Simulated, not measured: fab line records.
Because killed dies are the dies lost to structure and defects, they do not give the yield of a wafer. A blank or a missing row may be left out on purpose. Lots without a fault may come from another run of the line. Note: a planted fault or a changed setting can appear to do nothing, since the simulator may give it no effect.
Matching of chambers :: flow sfq line :: 4 sister chambers for SFQ_TRILAYER_I1_CMP_CMP_046 on cmp-01
The step polishes SiO2. 8 wafers are shown with their chamber, then 8 later ones without.

## WAFERS WITH THEIR CHAMBER
wafer: L380.3
chamber: 1
motor current A (A): 11.4
time to endpoint s (s): 217

wafer: L397.1
chamber: 2
motor current A (A): 9.3
time to endpoint s (s): 206

wafer: L397.4
chamber: 3
motor current A (A): 10.5
time to endpoint s (s): 213

wafer: L397.6
chamber: 0
motor current A (A): 9.7
time to endpoint s (s): 221

wafer: L399.3
chamber: 1
motor current A (A): 11.4
time to endpoint s (s): 213

wafer: L399.4
chamber: 3
motor current A (A): 10.6
time to endpoint s (s): 216

wafer: L399.6
chamber: 0
motor current A (A): 9.8
time to endpoint s (s): 226

wafer: L400.4
chamber: 2
motor current A (A): 9.0
time to endpoint s (s): 226

## WAFERS MISSING THEIR CHAMBER
wafer: L400.3
motor current A (A): 9.8
time to endpoint s (s): 224

wafer: L400.6
motor current A (A): 10.2
time to endpoint s (s): 211

wafer: L401.2
motor current A (A): 9.8
time to endpoint s (s): 211

wafer: L401.3
motor current A (A): 10.3
time to endpoint s (s): 207

wafer: L401.4
motor current A (A): 10.7
time to endpoint s (s): 212

wafer: L402.1
motor current A (A): 10.6
time to endpoint s (s): 204

wafer: L402.4
motor current A (A): 9.8
time to endpoint s (s): 226

wafer: L402.5
motor current A (A): 9.2
time to endpoint s (s): 221

## WHICH CHAMBER EACH ONE RAN IN
wafer: L400.3
from the rows above: 0
in truth: 0

wafer: L400.6
from the rows above: can't be placed: 3 or 0
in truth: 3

wafer: L401.2
from the rows above: 0
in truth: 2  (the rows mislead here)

wafer: L401.3
from the rows above: 3
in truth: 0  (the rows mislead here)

wafer: L401.4
from the rows above: 3
in truth: 3

wafer: L402.1
from the rows above: 3
in truth: 3

wafer: L402.4
from the rows above: 0
in truth: 0

wafer: L402.5
from the rows above: 2
in truth: 2
Correctly placed: 5 of 8. From these rows, 1 cannot be placed; in 1 the true chamber is one of the candidates. Placed wrongly: 2.
How it was worked out, from the rows above alone: a wafer's distance from a chamber is the root of the sum, over the readings, of the square of ((its reading less the chamber's mean) divided by the reading's scatter). If the next closest chamber is less than 2 further off than the closest, the wafer can't be placed; otherwise it belongs to the closest. Each chamber's mean is taken over the wafers shown for it. The scatter: the root of (the sum of the squares of (reading less its chamber's mean) over the shown wafers, divided by (wafers less chambers)).
